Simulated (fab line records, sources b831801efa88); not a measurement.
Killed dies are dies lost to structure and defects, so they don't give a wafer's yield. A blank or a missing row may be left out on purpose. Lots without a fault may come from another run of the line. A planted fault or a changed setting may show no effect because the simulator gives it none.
fab line records | flow sky130
record lots=6 wafers=18 last_day=50
route steps=708 shown VT_ADJUST_LVTN@105 PAD_OPEN@708
lots that met no fault: from a run of the same line without faults
start_h: hours from the record's first day to the start of the lot's first wafer shown | wait_h: hours since the lot's step before | " the same as in the row above | L1.1+2: a row that stands for several wafers | - no value, or no start given | * or withheld: withheld | < > ~ a bound
route shown NAME@n: a module of which the file shows steps, and the number in the route of the first | usual: mean/standard deviation of fault-free wafers | same: alike in all rows | chamber/n: place in a boat | sites: the reading at each site | _std_site: their standard deviation | _edge_site: outer sites' mean less inner sites' | radius_mm: how far each site lies from the wafer's centre | mask NAME#n: copy n | behind: the tool/chamber that last shaped the wafer | hold: why the lot was held/for how many hours/how that ended | device: the transistor (n, p or np) that didn't switch | end of line: the same wafers' tests at the end of the route | a step without rows: its recipe alone | killed: dies lost to structure and defects at the first sort, not the wafer's yield | map: a wafer's dies, x killed, . not, _ none there
set.NAME: the setting as run; set.NAME@STEP: as run at that earlier step | model.NAME: the simulator's own value behind a step, which no gauge read
lots at some steps of the route; a table a step, a row a wafer
services: from which hour (start_h, from the record's first day; less than 0 if before it) a tool's chamber was out of use, for how many hours, and why
## steps
# step SKY_VT_ADJUST_LVTN_IMPLANT_08
# recipe species=B energy_kev=30 dose_cm2=1.57e+12 tilt_deg=withheld
# step SKY_VT_ADJUST_LVTN_STRIP_09
# recipe chemistry=O2/N2 power_w=1400 pressure_mtorr=1500 platen_temp_c=withheld o2_flow_sccm=3000 n2_flow_sccm=300 overash_fraction=0.5
# usual drypump_motor_current_A=5.7/0.48 o2_flow_sccm=3000/9.5 oes_product_au=0.722/0.0047 strip_time_to_endpoint_s=36.93/0.098
# same overash_fraction=0.5
# columns lot.wafer tool chamber start_h wait_h drypump_motor_current_A o2_flow_sccm oes_product_au rf_hours_counter_h strip_time_to_endpoint_s
L510.3 plasma_asher-03 1 141.47 0.1 6.3 3002 0.724 - 36.77
L510.4 " 0 " " 6.2 3003 0.715 - 36.84
L510.5 " 0 " " 6.2 3006 0.726 - 36.89
L518.3 plasma_asher-04 1 201.27 0.1 4.9 2989 0.725 - 36.92
L518.4 " 0 " " 5.6 2987 0.717 - 36.91
L518.6 " 0 " " 5.6 2990 0.715 - 36.90
L519.1 plasma_asher-04 0 206.53 0.1 5.6 3013 0.720 49 36.86
L519.2 " 1 " " 4.9 2999 0.719 49 36.91
L519.5 " 0 " " 5.6 3002 0.721 - 36.77
L521.1 plasma_asher-03 0 214.43 0.1 6.3 2981 0.720 9 37.05
L521.3 " 0 " " 6.2 2988 0.720 - 37.11
L521.5 " 0 " " 6.2 2998 0.719 - 37.08
L527.1 plasma_asher-04 1 265.27 0.1 4.9 2997 0.719 55 36.91
L527.4 " 0 " " 5.6 3004 0.720 - 36.98
L527.6 " 0 " " 5.6 3009 0.723 - 36.88
L532.4 plasma_asher-03 0 296.34 0.1 6.2 2994 0.721 - 36.99
L532.5 " 0 " " 6.2 2986 0.725 - 36.99
L532.6 " 1 " " 6.2 3013 0.719 - 36.90
# step SKY_VT_ADJUST_LVTN_TW_MEAS_10
# usual VT_ADJUST_LVTN_TW=239.4/2.8
# columns lot.wafer tool chamber start_h wait_h VT_ADJUST_LVTN_TW
L510.3 film_metro-04 - 141.56 0.1 242.0
L510.4 " - " " 242.2
L510.5 " - " " 242.9
L518.3 film_metro-03 - 201.36 0.1 236.8
L518.4 " - " " 235.0
L518.6 " - " " 235.2
L519.1 film_metro-04 - 206.63 0.1 242.8
L519.2 " - " " 243.3
L519.5 " - " " 242.0
L521.1 film_metro-04 - 214.53 0.1 243.9
L521.3 " - " " 243.4
L521.5 " - " " 242.7
L527.1 film_metro-02 - 265.37 0.1 237.0
L527.4 " - " " 236.3
L527.6 " - " " 235.8
L532.4 film_metro-04 - 296.44 0.1 241.6
L532.5 " - " " 242.3
L532.6 " - " " 242.9
# step SKY_VT_ADJUST_LVTN_DEHYDRATE_11
# recipe temp_c=200 time_s=60
# step SKY_VT_ADJUST_LVTN_HMDS_12
# recipe prime_time_s=60 prime_temp_c=120
# step SKY_VT_ADJUST_LVTN_COAT_13
# recipe resist=NOVOLAK spin_rpm=3000 resist_thk_nm=1140
# step SKY_VT_ADJUST_LVTN_SOFTBAKE_14
# recipe temp_c=90 time_s=60 resist=NOVOLAK
# step SKY_VT_ADJUST_LVTN_EXPOSE_15
# recipe mask_id=HVN_STD_DERIVED na=0.6 source_shape=conventional sigma_outer=0.6 polarization=unpolarized target_cd_nm=600 dose_mj=163
# step SKY_VT_ADJUST_LVTN_PEB_16
# recipe temp_c=withheld time_s=* resist=NOVOLAK
# step SKY_VT_ADJUST_LVTN_DEVELOP_17
# recipe resist=NOVOLAK developer=TMAH develop_time_s=60 dev_temp_c=23
# step SKY_VT_ADJUST_LVTN_OVL_MEAS_18
# usual VT_ADJUST_LVTN_01_OVL=-2.0/1.4
# columns lot.wafer tool chamber start_h wait_h VT_ADJUST_LVTN_01_OVL[nm]
L510.3 overlay-02 - 160.96 0.1 -1.6
L510.4 " - " " -1.2
L510.5 " - " " -2.4
L518.3 overlay-02 - 224.55 0.1 -2.6
L518.4 " - " " -3.0
L518.6 " - " " -3.8
L519.1 overlay-01 - 229.99 0.1 -0.6
L519.2 " - " " -1.1
L519.5 " - " " -1.8
L521.1 overlay-02 - 237.84 0.1 -3.2
L521.3 " - " " -3.0
L521.5 " - " " -3.6
L527.1 overlay-02 - 290.99 0.1 -2.4
L527.4 " - " " -2.1
L527.6 " - " " -2.9
L532.4 overlay-02 - 323.50 0.1 -1.2
L532.5 " - " " -1.9
L532.6 " - " " -0.8
# step SKY_VT_ADJUST_LVTN_IMPLANT_19
# recipe species=B energy_kev=30 dose_cm2=6.5e+11 tilt_deg=withheld
# step SKY_VT_ADJUST_LVTN_STRIP_20
# recipe chemistry=O2/N2 power_w=1400 pressure_mtorr=1500 platen_temp_c=withheld o2_flow_sccm=3000 n2_flow_sccm=300 overash_fraction=0.5
# usual drypump_motor_current_A=5.6/0.39 o2_flow_sccm=3002/9 oes_product_au=0.715/0.0049 strip_time_to_endpoint_s=14.17/0.039
# same overash_fraction=0.5
# columns lot.wafer tool chamber start_h wait_h drypump_motor_current_A o2_flow_sccm oes_product_au rf_hours_counter_h strip_time_to_endpoint_s
L510.3 plasma_asher-01 1 161.16 0.1 5.3 3000 0.707 - 14.21
L510.4 " 0 " " 5.7 3009 0.715 - 14.22
L510.5 " 0 " " 5.7 2995 0.715 - 14.21
L518.3 plasma_asher-04 1 224.76 0.1 4.9 3006 0.711 - 14.15
L518.4 " 0 " " 5.6 2993 0.709 - 14.17
L518.6 " 0 " " 5.6 2997 0.716 - 14.14
L519.1 plasma_asher-01 0 230.17 0.1 5.7 2412 0.707 40 14.32
L519.2 " 1 " " 5.3 2409 0.703 40 14.40
L519.5 " 1 " " 5.3 2418 0.713 - 14.32
L521.1 plasma_asher-01 1 238.02 0.1 5.3 2401 0.710 41 14.35
L521.3 " 1 " " 5.3 2387 0.715 - 14.40
L521.5 " 1 " " 5.3 2402 0.716 - 14.37
L527.1 plasma_asher-04 1 291.17 0.1 4.9 2980 0.716 57 14.18
L527.4 " 1 " " 4.9 2996 0.709 - 14.16
L527.6 " 0 " " 5.6 3000 0.708 - 14.15
L532.4 plasma_asher-01 1 323.71 0.1 5.3 3018 0.716 - 14.24
L532.5 " 1 " " 5.3 3001 0.719 - 14.19
L532.6 " 0 " " 5.7 3011 0.711 - 14.23
# step SKY_VT_ADJUST_LVTN_TW_MEAS_21
# usual VT_ADJUST_LVTN_2_TW=186.4/2.1
# columns lot.wafer tool chamber start_h wait_h VT_ADJUST_LVTN_2_TW
L510.3 film_metro-04 - 161.25 0.1 189.2
L510.4 " - " " 189.6
L510.5 " - " " 189.0
L518.3 film_metro-02 - 224.84 0.1 183.0
L518.4 " - " " 184.9
L518.6 " - " " 182.8
L519.1 film_metro-04 - 230.27 0.1 187.6
L519.2 " - " " 187.2
L519.5 " - " " 189.3
L521.1 film_metro-02 - 238.12 0.1 183.1
L521.3 " - " " 183.1
L521.5 " - " " 184.6
L527.1 film_metro-02 - 291.27 0.1 185.3
L527.4 " - " " 185.3
L527.6 " - " " 185.1
L532.4 film_metro-02 - 323.80 0.1 185.8
L532.5 " - " " 184.8
L532.6 " - " " 184.8
# step SKY_PAD_OPEN_PROBE_99
# usual killed_at_M0_to_M3=43/7.8 killed_at_M4_up=3.2/1.9 killed_at_contacts=24/5 killed_at_front_end=14/4.5 killed_at_other=0.2/0.41 killed_dies=84/9.6 killed_open=47/6.9 killed_short=38/6
# same gross_dies=492 killed_at_back_side=0
# columns lot.wafer tool chamber start_h wait_h killed_at_M0_to_M3 killed_at_M4_up killed_at_contacts killed_at_front_end killed_at_other killed_dies killed_open killed_short
L510.3 prober-02 - 1076.31 0.2 48 5 19 10 0 82 47 35
L510.4 prober-02 - 1076.36 0.2 57 3 26 11 0 97 50 47
L510.5 prober-02 - 1076.41 0.2 56 2 26 12 0 96 63 33
L518.3 prober-02 - 1132.20 0.2 48 2 31 28 0 109 67 42
L518.4 prober-02 - 1132.25 0.2 47 2 25 21 0 95 57 38
L518.6 prober-02 - 1132.35 0.2 61 3 25 15 0 104 59 45
L521.1 prober-01 - 1154.16 0.1 29 3 26 13 0 71 39 32
L521.3 prober-01 - 1154.26 0.2 37 6 23 22 0 88 50 38
L521.5 prober-01 - 1154.36 0.2 40 0 28 8 0 76 39 37
L532.4 prober-01 - 1196.51 0.2 52 6 27 11 0 96 53 43
L532.5 prober-01 - 1196.56 0.2 40 1 31 7 1 80 46 34
L532.6 prober-01 - 1196.61 0.2 42 5 29 6 0 82 45 37
# killed by level:class
L510.3 VIA1:geometric_particle:open=15 CONTACT:geometric_particle:open=8 METAL2:geometric_particle:short=7 VIA1:geometric_particle:short=6 VIA2:geometric_particle:open=6 CONTACT:geometric_particle:short=5 METAL1:geometric_particle:short=4 POLY_GATE:geometric_particle:short=3
L510.4 VIA1:geometric_particle:open=14 CONTACT:geometric_particle:open=10 VIA2:geometric_particle:open=9 LI_CONTACT:geometric_particle:open=7 VIA1:geometric_particle:short=7 METAL1:geometric_particle:short=7 LOCAL_INTERCONNECT:geometric_particle:short=6 FIELD_ISO:geometric_particle:short=5
L510.5 VIA1:geometric_particle:open=16 VIA2:geometric_particle:open=13 CONTACT:geometric_particle:open=11 LI_CONTACT:geometric_particle:open=9 VIA3:geometric_particle:open=6 METAL1:geometric_particle:short=5 VIA1:geometric_particle:short=5 POLY_GATE:geometric_particle:short=4
L518.3 CONTACT:geometric_particle:open=14 FIELD_ISO:geometric_particle:open=10 POLY_GATE:geometric_particle:short=9 VIA2:geometric_particle:open=9 VIA3:geometric_particle:open=9 VIA1:geometric_particle:open=7 FIELD_ISO:geometric_particle:short=6 LI_CONTACT:geometric_particle:open=6
L518.4 VIA1:geometric_particle:open=11 CONTACT:geometric_particle:open=10 FIELD_ISO:geometric_particle:open=9 VIA2:geometric_particle:open=9 VIA3:geometric_particle:open=7 CONTACT:geometric_particle:short=6 VIA1:geometric_particle:short=6 LI_CONTACT:geometric_particle:open=5
L518.6 VIA1:geometric_particle:open=14 VIA2:geometric_particle:open=9 VIA3:geometric_particle:open=8 VIA1:geometric_particle:short=8 LI_CONTACT:geometric_particle:open=7 CONTACT:geometric_particle:open=6 POLY_GATE:geometric_particle:open=6 POLY_GATE:geometric_particle:short=5
L521.1 CONTACT:geometric_particle:open=9 LOCAL_INTERCONNECT:geometric_particle:short=6 FIELD_ISO:geometric_particle:short=5 LI_CONTACT:geometric_particle:open=5 METAL1:geometric_particle:short=5 VIA1:geometric_particle:open=5 VIA3:geometric_particle:open=5 CONTACT:geometric_particle:short=4
L521.3 VIA1:geometric_particle:open=12 POLY_GATE:geometric_particle:open=8 LI_CONTACT:geometric_particle:open=8 LOCAL_INTERCONNECT:geometric_particle:short=6 VIA3:geometric_particle:open=6 CONTACT:geometric_particle:short=5 METAL1:geometric_particle:short=5 VIA2:geometric_particle:open=4
L521.5 METAL1:geometric_particle:short=10 LI_CONTACT:geometric_particle:open=8 VIA1:geometric_particle:open=8 LOCAL_INTERCONNECT:geometric_particle:short=7 VIA1:geometric_particle:short=7 CONTACT:geometric_particle:open=6 FIELD_ISO:geometric_particle:open=5 METAL3:geometric_particle:short=4
L532.4 VIA1:geometric_particle:open=13 CONTACT:geometric_particle:open=11 METAL2:geometric_particle:short=8 VIA2:geometric_particle:open=7 LI_CONTACT:geometric_particle:open=7 METAL1:geometric_particle:short=6 VIA1:geometric_particle:short=5 METAL3:geometric_particle:short=5
L532.5 CONTACT:geometric_particle:short=11 VIA1:geometric_particle:open=9 LI_CONTACT:geometric_particle:open=8 CONTACT:geometric_particle:open=7 VIA3:geometric_particle:open=5 VIA2:geometric_particle:open=5 METAL3:geometric_particle:short=3 LOCAL_INTERCONNECT:geometric_particle:short=3
L532.6 VIA1:geometric_particle:open=8 LI_CONTACT:geometric_particle:open=8 VIA3:geometric_particle:open=8 METAL3:geometric_particle:short=7 CONTACT:geometric_particle:open=6 CONTACT:geometric_particle:short=5 LOCAL_INTERCONNECT:geometric_particle:short=5 METAL1:geometric_particle:short=5
## services
# columns tool chamber start_h hours kind
plasma_asher-03 0 117.75 - clean
plasma_asher-03 1 117.75 - clean
plasma_asher-04 - 211.45 3.7 repair
plasma_asher-04 - 303.50 14.6 pm
## key
first_sign step=SKY_VT_ADJUST_LVTN_STRIP_20 reading=o2_flow_sccm direction=down sigmas=66 usual=3002 struck=2405
effect step=SKY_VT_ADJUST_LVTN_STRIP_20 reading=strip_time_to_endpoint_s direction=up sigmas=4.9 usual=* struck=*
met_at SKY_VT_ADJUST_LVTN_STRIP_20
struck_wafers L519.1,L519.2,L519.5,L521.1,L521.3,L521.5
tester_left_out L519,L521
onset_between 161.16 230.17
fault kind=process_parameter_drift tool=plasma_asher-01 chamber=- onset_h=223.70 steps=SKY_VT_ADJUST_LVTN_STRIP_20 channel=o2_flow_sccm offset=-600 shape=step end_h=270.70 acts_in=these_recipes_only stated=3000
# tester_left_out: of these lots the tester's yield and bins aren't shown, on N5 and GAA mostly nor the transistor test; their killed dies are dies lost to structure and defects alone, not to doping, threshold or leakage, so they don't give the yield
